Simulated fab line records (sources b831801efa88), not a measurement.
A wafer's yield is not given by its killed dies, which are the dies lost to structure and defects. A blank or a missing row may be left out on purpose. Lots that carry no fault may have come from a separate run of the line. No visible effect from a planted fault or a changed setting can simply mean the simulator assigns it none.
fab line records + flow sky130
[record]
- lots = 12
- wafers = 36
- lastDay = 48
route steps=708 shown LDD_HVN@277 LDD_HVP@287 SD_N@352 LI_CONTACT@374
lots that met no fault: taken from a fault-free run of the same line
startH: hours from the record's first day to the start of the lot's first wafer shown + waitH: hours since the lot's step before + " the same as in the row above + L1.1+2: one row covering several wafers at once + - either no value or no given start + * or withheld: withheld + < > ~ a bound
route shown NAME@n: names a module that has steps shown in the file, with the first one's number in the route + usual: mean and standard deviation over wafers with no fault + same: alike in all rows + chamber/n: place in a boat + sites: each site's reading + _std_site: how widely they spread, as a standard deviation + _edge_site: the outer-site mean with the inner-site mean subtracted + radiusMm: how far each site lies from the wafer's centre + mask NAME#n: copy n + behind: tool/chamber where the wafer was last shaped + hold: why the lot was held/for how many hours/how that ended + device: whichever transistor did not switch (one of n, p or np) + end of line: tests of these same wafers at the route's end + step lacking rows: just its recipe + killed: at the first sort, the dies lost to defects and structure; wafer yield is something else + map: the dies of a wafer, with x for killed, . for not killed, _ for no die there
set.NAME: setting as actually run; set.NAME@STEP: the setting as run at that earlier step + model.NAME: the simulator's own value behind a step, which no gauge read
route steps across a sampled set of lots; one table per step, one row per wafer
services: the hour from which a tool's chamber was out of use, counted from the record's first day as startH (under 0 if before that day), plus the number of hours and why
[[steps]]
[step SKY_LDD_HVN_TW_MEAS_10]
[usual]
- LDD_HVN_TW = 1431/16
| lot.wafer | tool         | chamber | startH | waitH | LDD_HVN_TW |
|-----------|--------------|---------|--------|-------|------------|
| L631.1    | filmMetro-03 | -       | 451.58 | 0.1   | 1417       |
| L631.3    | "            | -       | "      | "     | 1425       |
| L631.4    | "            | -       | "      | "     | 1409       |
| L633.3    | filmMetro-01 | -       | 461.25 | 0.1   | 1442       |
| L633.4    | "            | -       | "      | "     | 1443       |
| L633.6    | "            | -       | "      | "     | 1447       |
| L632.1    | filmMetro-04 | -       | 462.75 | 0.1   | 1446       |
| L632.2    | "            | -       | "      | "     | 1436       |
| L632.5    | "            | -       | "      | "     | 1446       |
| L634.1    | filmMetro-04 | -       | 483.88 | 0.1   | 1454       |
| L634.2    | "            | -       | "      | "     | 1447       |
| L634.6    | "            | -       | "      | "     | 1455       |
| L635.1    | filmMetro-01 | -       | 493.35 | 0.1   | 1430       |
| L635.2    | "            | -       | "      | "     | 1436       |
| L635.5    | "            | -       | "      | "     | 1433       |
| L636.1    | filmMetro-01 | -       | 508.30 | 0.1   | 1431       |
| L636.3    | "            | -       | "      | "     | 1433       |
| L636.5    | "            | -       | "      | "     | 1431       |
| L637.1    | filmMetro-03 | -       | 510.95 | 0.1   | 1408       |
| L637.2    | "            | -       | "      | "     | 1405       |
| L637.6    | "            | -       | "      | "     | 1408       |
| L640.2    | filmMetro-04 | -       | 539.26 | 0.1   | 1441       |
| L640.4    | "            | -       | "      | "     | 1445       |
| L640.6    | "            | -       | "      | "     | 1438       |
| L641.2    | filmMetro-01 | -       | 545.26 | 0.1   | 1436       |
| L641.4    | "            | -       | "      | "     | 1429       |
| L641.6    | "            | -       | "      | "     | 1424       |
| L642.2    | filmMetro-04 | -       | 556.54 | 0.1   | 1445       |
| L642.3    | "            | -       | "      | "     | 1439       |
| L642.5    | "            | -       | "      | "     | 1441       |
| L643.1    | filmMetro-01 | -       | 562.75 | 0.1   | 1439       |
| L643.4    | "            | -       | "      | "     | 1434       |
| L643.5    | "            | -       | "      | "     | 1435       |
| L644.3    | filmMetro-01 | -       | 573.07 | 0.1   | 1427       |
| L644.5    | "            | -       | "      | "     | 1430       |
| L644.6    | "            | -       | "      | "     | 1439       |
[step SKY_LDD_HVP_STRIP_09]
[recipe]
- chemistry = O2/N2
- powerW = 1400
- pressureMtorr = 1500
- platenTempC = withheld
- o2FlowSccm = 3000
- n2FlowSccm = 300
- overashFraction = 0.5
[usual]
- drypumpMotorCurrentA = 5.7/0.49
- oesProductAu = 0.410/0.0047
- stripTimeToEndpointS = 4.143/0.015
| lot.wafer | tool           | chamber | startH | waitH | drypumpMotorCurrentA | oesProductAu | rfHoursCounterH | stripTimeToEndpointS |
|-----------|----------------|---------|--------|-------|----------------------|--------------|-----------------|----------------------|
| L631.1    | plasmaAsher-04 | 1       | 482.18 | 0.1   | 5.3                  | 0.403        | 68              | 4.158                |
| L631.3    | "              | 0       | "      | "     | 5.4                  | 0.401        | -               | 4.136                |
| L631.4    | "              | 1       | "      | "     | 5.3                  | 0.411        | -               | 4.149                |
| L633.3    | plasmaAsher-03 | 1       | 491.77 | 0.1   | 5.3                  | 0.409        | -               | 4.147                |
| L633.4    | "              | 0       | "      | "     | 6.0                  | 0.407        | -               | 4.149                |
| L633.6    | "              | 0       | "      | "     | 6.1                  | 0.409        | -               | 4.145                |
| L632.1    | plasmaAsher-03 | 0       | 493.30 | 0.1   | 6.1                  | 0.412        | 6               | 4.133                |
| L632.2    | "              | 1       | "      | "     | 5.3                  | 0.407        | 6               | 4.147                |
| L632.5    | "              | 1       | "      | "     | 5.3                  | 0.403        | -               | 4.151                |
| L634.1    | plasmaAsher-01 | 0       | 514.50 | 0.1   | 6.7                  | 0.408        | 82              | 4.171                |
| L634.2    | "              | 1       | "      | "     | 5.7                  | 0.410        | 82              | 4.165                |
| L634.6    | "              | 0       | "      | "     | 6.7                  | 0.414        | -               | 4.154                |
| L635.1    | plasmaAsher-04 | 1       | 524.25 | 0.1   | 5.3                  | 0.408        | 72              | 4.149                |
| L635.2    | "              | 0       | "      | "     | 5.3                  | 0.418        | 72              | 4.165                |
| L635.5    | "              | 1       | "      | "     | 5.3                  | 0.409        | -               | 4.169                |
| L636.1    | plasmaAsher-01 | 0       | 538.98 | 0.1   | 6.7                  | 0.409        | 85              | 4.151                |
| L636.3    | "              | 0       | "      | "     | 6.7                  | 0.412        | -               | 4.148                |
| L636.5    | "              | 1       | "      | "     | 5.7                  | 0.409        | -               | 4.125                |
| L637.1    | plasmaAsher-03 | 1       | 540.78 | 0.1   | 5.3                  | 0.411        | 11              | 4.144                |
| L637.2    | "              | 0       | "      | "     | 6.0                  | 0.411        | 11              | 4.131                |
| L637.6    | "              | 0       | "      | "     | 6.0                  | 0.412        | -               | 4.131                |
| L640.2    | plasmaAsher-03 | 0       | 567.98 | 0.1   | 6.0                  | 0.417        | 14              | 4.155                |
| L640.4    | "              | 1       | "      | "     | 5.3                  | 0.409        | -               | 4.149                |
| L640.6    | "              | 0       | "      | "     | 6.0                  | 0.408        | -               | 4.132                |
| L641.2    | plasmaAsher-03 | 0       | 574.18 | 0.1   | 6.0                  | 0.417        | 14              | 4.143                |
| L641.4    | "              | 0       | "      | "     | 6.1                  | 0.412        | -               | 4.143                |
| L641.6    | "              | 1       | "      | "     | 5.3                  | 0.411        | -               | 4.145                |
| L642.2    | plasmaAsher-03 | 1       | 585.65 | 0.1   | 5.3                  | 0.413        | 15              | 4.132                |
| L642.3    | "              | 0       | "      | "     | 6.0                  | 0.406        | -               | 4.146                |
| L642.5    | "              | 0       | "      | "     | 6.1                  | 0.402        | -               | 4.150                |
| L643.1    | plasmaAsher-04 | 1       | 592.23 | 0.1   | 5.3                  | 0.405        | 78              | 4.140                |
| L643.4    | "              | 1       | "      | "     | 5.3                  | 0.403        | -               | 4.142                |
| L643.5    | "              | 0       | "      | "     | 5.4                  | 0.410        | -               | 4.161                |
| L644.3    | plasmaAsher-03 | 0       | 601.18 | 0.1   | 6.1                  | 0.412        | -               | 4.165                |
| L644.5    | "              | 0       | "      | "     | 6.1                  | 0.410        | -               | 4.150                |
| L644.6    | "              | 1       | "      | "     | 5.3                  | 0.405        | -               | 4.151                |
[step SKY_SD_N_IMPLANT_10]
[recipe]
- species = P
- energyKev = 20
- doseCm2 = 1e+14
- tiltDeg = 0
[usual]
- implantIonAmu = 31/0
| lot.wafer | tool         | chamber | startH | waitH | implantIonAmu |
|-----------|--------------|---------|--------|-------|---------------|
| L631.1    | implanter-03 | 0       | 631.95 | 0.1   | 31            |
| L631.3    | "            | 0       | "      | "     | 31            |
| L631.4    | "            | 0       | "      | "     | 31            |
| L633.3    | implanter-01 | 0       | 643.75 | 0.1   | 31            |
| L633.4    | "            | 0       | "      | "     | 31            |
| L633.6    | "            | 0       | "      | "     | 31            |
| L632.1    | implanter-01 | 0       | 644.60 | 0.1   | 31            |
| L632.2    | "            | 0       | "      | "     | 31            |
| L632.5    | "            | 0       | "      | "     | 31            |
| L634.1    | implanter-03 | 0       | 663.80 | 0.1   | 31            |
| L634.2    | "            | 0       | "      | "     | 31            |
| L634.6    | "            | 0       | "      | "     | 31            |
| L635.1    | implanter-03 | 0       | 673.70 | 0.1   | 31            |
| L635.2    | "            | 0       | "      | "     | 31            |
| L635.5    | "            | 0       | "      | "     | 31            |
| L636.1    | implanter-03 | 0       | 685.50 | 0.1   | 31            |
| L636.3    | "            | 0       | "      | "     | 31            |
| L636.5    | "            | 0       | "      | "     | 31            |
| L637.1    | implanter-03 | 0       | 687.70 | 0.1   | 31            |
| L637.2    | "            | 0       | "      | "     | 31            |
| L637.6    | "            | 0       | "      | "     | 31            |
| L640.2    | implanter-03 | 0       | 714.90 | 0.1   | 31            |
| L640.4    | "            | 0       | "      | "     | 31            |
| L640.6    | "            | 0       | "      | "     | 31            |
| L641.2    | implanter-03 | 0       | 721.08 | 0.1   | 75            |
| L641.4    | "            | 0       | "      | "     | 75            |
| L641.6    | "            | 0       | "      | "     | 75            |
| L642.2    | implanter-03 | 0       | 730.15 | 0.1   | 75            |
| L642.3    | "            | 0       | "      | "     | 75            |
| L642.5    | "            | 0       | "      | "     | 75            |
| L643.1    | implanter-03 | 0       | 737.75 | 0.1   | 75            |
| L643.4    | "            | 0       | "      | "     | 75            |
| L643.5    | "            | 0       | "      | "     | 75            |
| L644.3    | implanter-02 | 0       | 746.01 | 0.1   | 75            |
| L644.5    | "            | 0       | "      | "     | 75            |
| L644.6    | "            | 0       | "      | "     | 75            |
[step SKY_SD_N_RS_MEAS_16]
[recipe]
- thkMeasGauge = four-point-probe
[usual]
- SD_N_RS = 68.53/0.11
| lot.wafer | tool         | chamber | startH | waitH | SD_N_RS[ohm/sq] |
|-----------|--------------|---------|--------|-------|-----------------|
| L631.1    | filmMetro-01 | -       | 632.49 | 0.1   | 68.44           |
| L631.3    | "            | -       | "      | "     | 68.37           |
| L631.4    | "            | -       | "      | "     | 68.41           |
| L633.3    | filmMetro-04 | -       | 644.28 | 0.1   | 68.66           |
| L633.4    | "            | -       | "      | "     | 68.59           |
| L633.6    | "            | -       | "      | "     | 68.72           |
| L632.1    | filmMetro-01 | -       | 645.14 | 0.1   | 68.58           |
| L632.2    | "            | -       | "      | "     | 68.51           |
| L632.5    | "            | -       | "      | "     | 68.69           |
| L634.1    | filmMetro-04 | -       | 664.33 | 0.1   | 68.62           |
| L634.2    | "            | -       | "      | "     | 68.68           |
| L634.6    | "            | -       | "      | "     | 68.63           |
| L635.1    | filmMetro-03 | -       | 674.23 | 0.1   | 68.53           |
| L635.2    | "            | -       | "      | "     | 68.49           |
| L635.5    | "            | -       | "      | "     | 68.54           |
| L636.1    | filmMetro-03 | -       | 686.03 | 0.1   | 68.41           |
| L636.3    | "            | -       | "      | "     | 68.36           |
| L636.5    | "            | -       | "      | "     | 68.25           |
| L637.1    | filmMetro-03 | -       | 688.24 | 0.1   | 68.51           |
| L637.2    | "            | -       | "      | "     | 68.55           |
| L637.6    | "            | -       | "      | "     | 68.47           |
| L640.2    | filmMetro-04 | -       | 715.43 | 0.1   | 68.67           |
| L640.4    | "            | -       | "      | "     | 68.48           |
| L640.6    | "            | -       | "      | "     | 68.64           |
| L641.2    | filmMetro-04 | -       | 721.61 | 0.1   | 70.84           |
| L641.4    | "            | -       | "      | "     | 70.80           |
| L641.6    | "            | -       | "      | "     | 70.77           |
| L642.2    | filmMetro-04 | -       | 730.67 | 0.1   | 70.85           |
| L642.3    | "            | -       | "      | "     | 70.54           |
| L642.5    | "            | -       | "      | "     | 70.67           |
| L643.1    | filmMetro-03 | -       | 738.29 | 0.1   | 70.66           |
| L643.4    | "            | -       | "      | "     | 70.39           |
| L643.5    | "            | -       | "      | "     | 70.58           |
| L644.3    | filmMetro-01 | -       | 746.53 | 0.1   | 70.60           |
| L644.5    | "            | -       | "      | "     | 70.43           |
| L644.6    | "            | -       | "      | "     | 70.44           |
[step SKY_LI_CONTACT_CD_MEAS_12]
[recipe]
- targetCdNm = 170
[usual]
- cdNm = 169.8/1.4
| lot.wafer | tool     | chamber | startH | waitH | cdNm  |
|-----------|----------|---------|--------|-------|-------|
| L631.1    | cdSem-01 | -       | 661.42 | -     | 167.9 |
| L631.3    | "        | -       | "      | "     | 169.7 |
| L631.4    | "        | -       | "      | "     | 169.2 |
| L633.3    | cdSem-02 | -       | 672.34 | -     | 171.7 |
| L633.4    | "        | -       | "      | "     | 170.8 |
| L633.6    | "        | -       | "      | "     | 172.6 |
| L632.1    | cdSem-02 | -       | 674.39 | -     | 168.7 |
| L632.2    | "        | -       | "      | "     | 168.8 |
| L632.5    | "        | -       | "      | "     | 168.1 |
| L634.1    | cdSem-02 | -       | 692.81 | -     | 168.6 |
| L634.2    | "        | -       | "      | "     | 169.3 |
| L634.6    | "        | -       | "      | "     | 168.2 |
| L635.1    | cdSem-02 | -       | 703.72 | -     | 167.4 |
| L635.2    | "        | -       | "      | "     | 168.3 |
| L635.5    | "        | -       | "      | "     | 168.9 |
| L636.1    | cdSem-01 | -       | 714.80 | -     | 171.3 |
| L636.3    | "        | -       | "      | "     | 170.2 |
| L636.5    | "        | -       | "      | "     | 170.4 |
| L637.1    | cdSem-02 | -       | 717.77 | -     | 172.4 |
| L637.2    | "        | -       | "      | "     | 171.0 |
| L637.6    | "        | -       | "      | "     | 170.7 |
| L640.2    | cdSem-02 | -       | 743.92 | -     | 171.2 |
| L640.4    | "        | -       | "      | "     | 172.2 |
| L640.6    | "        | -       | "      | "     | 171.2 |
| L641.2    | cdSem-02 | -       | 749.64 | -     | 169.4 |
| L641.4    | "        | -       | "      | "     | 168.1 |
| L641.6    | "        | -       | "      | "     | 169.8 |
| L642.2    | cdSem-01 | -       | 757.71 | -     | 170.7 |
| L642.3    | "        | -       | "      | "     | 170.9 |
| L642.5    | "        | -       | "      | "     | 169.8 |
| L643.1    | cdSem-01 | -       | 766.40 | -     | 169.2 |
| L643.4    | "        | -       | "      | "     | 168.2 |
| L643.5    | "        | -       | "      | "     | 168.7 |
| L644.3    | cdSem-02 | -       | 773.96 | -     | 168.7 |
| L644.5    | "        | -       | "      | "     | 167.3 |
| L644.6    | "        | -       | "      | "     | 166.9 |
[[services]]
| tool           | chamber | startH | hours | kind      |
|----------------|---------|--------|-------|-----------|
| plasmaAsher-03 | -       | 477.49 | 1.9   | repair    |
| implanter-03   | -       | 480.61 | 4.3   | pm        |
| plasmaAsher-01 | -       | 506.24 | 2.5   | repair    |
| plasmaAsher-04 | -       | 518.61 | 0.8   | repair    |
| plasmaAsher-04 | -       | 535.12 | 7.9   | repair    |
| implanter-03   | -       | 550.34 | 2.9   | pm        |
| implanter-03   | -       | 607.67 | 5.4   | repair    |
| plasmaAsher-01 | -       | 632.17 | 2.4   | repair    |
| implanter-01   | -       | 640.49 | 2.9   | repair    |
| implanter-01   | -       | 648.72 | 110.4 | pm        |
| implanter-02   | -       | 651.29 | 94.5  | pm        |
| plasmaAsher-03 | -       | 663.50 | 14.6  | pm        |
| plasmaAsher-04 | -       | 731.44 | 1.1   | repair    |
| plasmaAsher-01 | -       | 733.75 | 9.0   | pm        |
| plasmaAsher-01 | 0       | 733.75 | 9.0   | ventCycle |
| plasmaAsher-01 | 1       | 733.75 | 9.0   | ventCycle |
| plasmaAsher-01 | 0       | 742.75 | -     | clean     |
| plasmaAsher-01 | 1       | 742.75 | -     | clean     |
| implanter-03   | -       | 744.07 | 3.5   | repair    |
[[key]]
[firstSign]
- step = SKY_SD_N_IMPLANT_10
- reading = implantIonAmu
- direction = up
- sigmas = 99+
- usual = 31
- struck = 75
[effect]
- step = SKY_SD_N_RS_MEAS_16
- reading = SD_N_RS
- direction = up
- sigmas = 19
- usual = 68.53
- struck = 70.63
metAt SKY_SD_N_IMPLANT_10
struckLots L641,L642,L643,L644
testerLeftOut L641,L642,L643,L644
notActingAt SKY_LDD_HVN_TW_MEAS_10,SKY_LDD_HVP_STRIP_09,SKY_LI_CONTACT_CD_MEAS_12
onsetBetween 714.90 721.08
[fault]
- kind = wrongRecipeDownload
- tool = implanter-01,implanter-02,implanter-03
- chamber = -
- onsetH = 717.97
- steps = SKY_SD_N_IMPLANT_10
- wrongRecipe.notListed = 1
// testerLeftOut: of these lots the tester's yield and bins aren't shown, on N5 and GAA mostly nor the transistor test; their killed dies are dies lost to structure and defects alone, not to doping, threshold or leakage, so they don't give the yield
